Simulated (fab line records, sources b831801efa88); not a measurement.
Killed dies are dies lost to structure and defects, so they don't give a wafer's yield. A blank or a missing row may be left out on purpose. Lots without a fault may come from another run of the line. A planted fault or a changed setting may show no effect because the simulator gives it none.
Tool commonality check | flow sky130 | 12 lots, 42 wafers sampled

WHY IT WAS OPENED
At SKY_NWELL_RS_MEAS_29 the reading NWELL_RS is flagged on 2 of 12 lots. Wafers without a fault read 625.4 ohm/sq, standard deviation 1.7.
Rule: a lot is flagged when every wafer of it that has a number lies more than 4 standard deviations from that mean, or none has a number. The other lots count as sound.

lot  | measured     | on            | NWELL_RS (ohm/sq), wafer by wafer   | flag
L642 | day 5 11:37  | film_metro-03 | 627.6 626.6 625.5                   |
L643 | day 5 15:59  | film_metro-04 | 625.0 623.7 627.2                   |
L645 | day 6 03:17  | film_metro-04 | 624.8 626.2 624.9                   |
L649 | day 7 07:53  | film_metro-03 | 614.2 613.9 612.0 614.7 613.8 614.4 | FLAGGED
L650 | day 8 01:33  | film_metro-03 | 615.2 615.8 615.8 614.9 615.3 615.3 | FLAGGED
L659 | day 9 14:51  | film_metro-04 | 625.3 624.2 624.3                   |
L660 | day 9 21:19  | film_metro-01 | 622.5 623.3 623.2                   |
L661 | day 10 01:37 | film_metro-01 | 624.4 624.0 623.7                   |
L662 | day 10 12:44 | film_metro-01 | 628.9 626.7 626.4                   |
L663 | day 10 19:35 | film_metro-04 | 623.9 624.8 625.6                   |
L664 | day 10 22:01 | film_metro-03 | 624.0 624.6 623.5                   |
L665 | day 11 07:09 | film_metro-03 | 624.9 624.2 626.0                   |
The numbers of the flagged lots are 614.6 ohm/sq on average: -10.8 ohm/sq against the usual, or -6 standard deviations.

WHICH TOOL RAN EACH LOT
The record holds 2 process steps before the reading, out of a route of 708 steps. In each cell: the tool, then ch and the chambers that the sampled wafers went through, then the start.
lot  | flag    | SKY_FIELD_ISO_ETCH_14             | SKY_NWELL_IMPLANT_11
L642 |         | rie_diel-01 ch 0,1, day 2 04:59   | implanter-02 ch 0, day 4 17:13
L643 |         | rie_diel-03 ch 1,2,3, day 2 11:25 | implanter-02 ch 0, day 4 21:01
L645 |         | rie_diel-03 ch 0,2, day 2 23:29   | implanter-01 ch 0, day 5 07:38
L649 | FLAGGED | rie_diel-01 ch 0,2,3, day 3 21:11 | implanter-02 ch 0, day 6 11:20
L650 | FLAGGED | rie_diel-01 ch 0,2,3, day 4 01:52 | implanter-02 ch 0, day 7 04:38
L659 |         | rie_diel-04 ch 0,1,2, day 5 21:58 | implanter-01 ch 0, day 8 17:20
L660 |         | rie_diel-01 ch 0,2,3, day 6 01:55 | implanter-01 ch 0, day 8 22:37
L661 |         | rie_diel-01 ch 0,1,2, day 6 07:47 | implanter-03 ch 0, day 9 02:37
L662 |         | rie_diel-01 ch 0,1,2, day 6 15:28 | implanter-03 ch 0, day 9 12:53
L663 |         | rie_diel-01 ch 2,3, day 6 21:41   | implanter-01 ch 0, day 9 19:49
L664 |         | rie_diel-03 ch 0,2, day 7 00:07   | implanter-03 ch 0, day 9 21:35
L665 |         | rie_diel-04 ch 0,1,2, day 7 05:04 | implanter-03 ch 0, day 10 06:34
What these steps do:
- SKY_FIELD_ISO_ETCH_14: etches BARC in N2/H2, stops on SiO2, time 45.9 s, target depth 60 nm.
- SKY_NWELL_IMPLANT_11
- SKY_NWELL_RS_MEAS_29: measures by four-point-probe.

FLAGGED OVER TOTAL, TOOL BY TOOL (the gauges that took the reading come last)
step                  | tool          | lots run | flagged | share of the flagged lots | sound lots run after its first flagged lot
SKY_FIELD_ISO_ETCH_14 | rie_diel-01   | 7        | 2       | all                       | 4 (L660,L661,L662,L663)
SKY_FIELD_ISO_ETCH_14 | rie_diel-03   | 3        | 0       | none                      | -
SKY_FIELD_ISO_ETCH_14 | rie_diel-04   | 2        | 0       | none                      | -
SKY_NWELL_IMPLANT_11  | implanter-01  | 4        | 0       | none                      | -
SKY_NWELL_IMPLANT_11  | implanter-02  | 4        | 2       | all                       | 0
SKY_NWELL_IMPLANT_11  | implanter-03  | 4        | 0       | none                      | -
SKY_NWELL_RS_MEAS_29  | film_metro-01 | 3        | 0       | none                      | -
SKY_NWELL_RS_MEAS_29  | film_metro-03 | 5        | 2       | all                       | 2 (L664,L665)
SKY_NWELL_RS_MEAS_29  | film_metro-04 | 4        | 0       | none                      | -

WHAT THE TABLE ALLOWS
3 rows of the table ran every flagged lot: rie_diel-01 at SKY_FIELD_ISO_ETCH_14, implanter-02 at SKY_NWELL_IMPLANT_11, film_metro-03 at SKY_NWELL_RS_MEAS_29.
- rie_diel-01 at SKY_FIELD_ISO_ETCH_14: 2 of its 7 lots flagged. Sound lots ran on it after the first flagged one (L660, L661, L662, L663), which a lasting fault on the whole tool wouldn't allow.
- implanter-02 at SKY_NWELL_IMPLANT_11: 2 of its 4 lots flagged. Its last sound lot is L643 (day 4 21:01), its first flagged lot L649 (day 6 11:20): a fault that began between those two fits. Its own readings lie more than 4 standard deviations out on every wafer of the flagged lots: dose_ions_cm2.
- film_metro-03 at SKY_NWELL_RS_MEAS_29: 2 of its 5 lots flagged. Sound lots ran on it after the first flagged one (L664, L665), which a lasting fault on the whole tool wouldn't allow.
One tool is left: implanter-02 at SKY_NWELL_IMPLANT_11.

WHAT THE SIMULATOR HAD PUT IN
Process parameter drift: implanter-02, from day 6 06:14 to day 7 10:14, at SKY_NWELL_IMPLANT_11. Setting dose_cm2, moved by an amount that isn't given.
Lots struck among those shown: L649, L650. The rule above found the same.
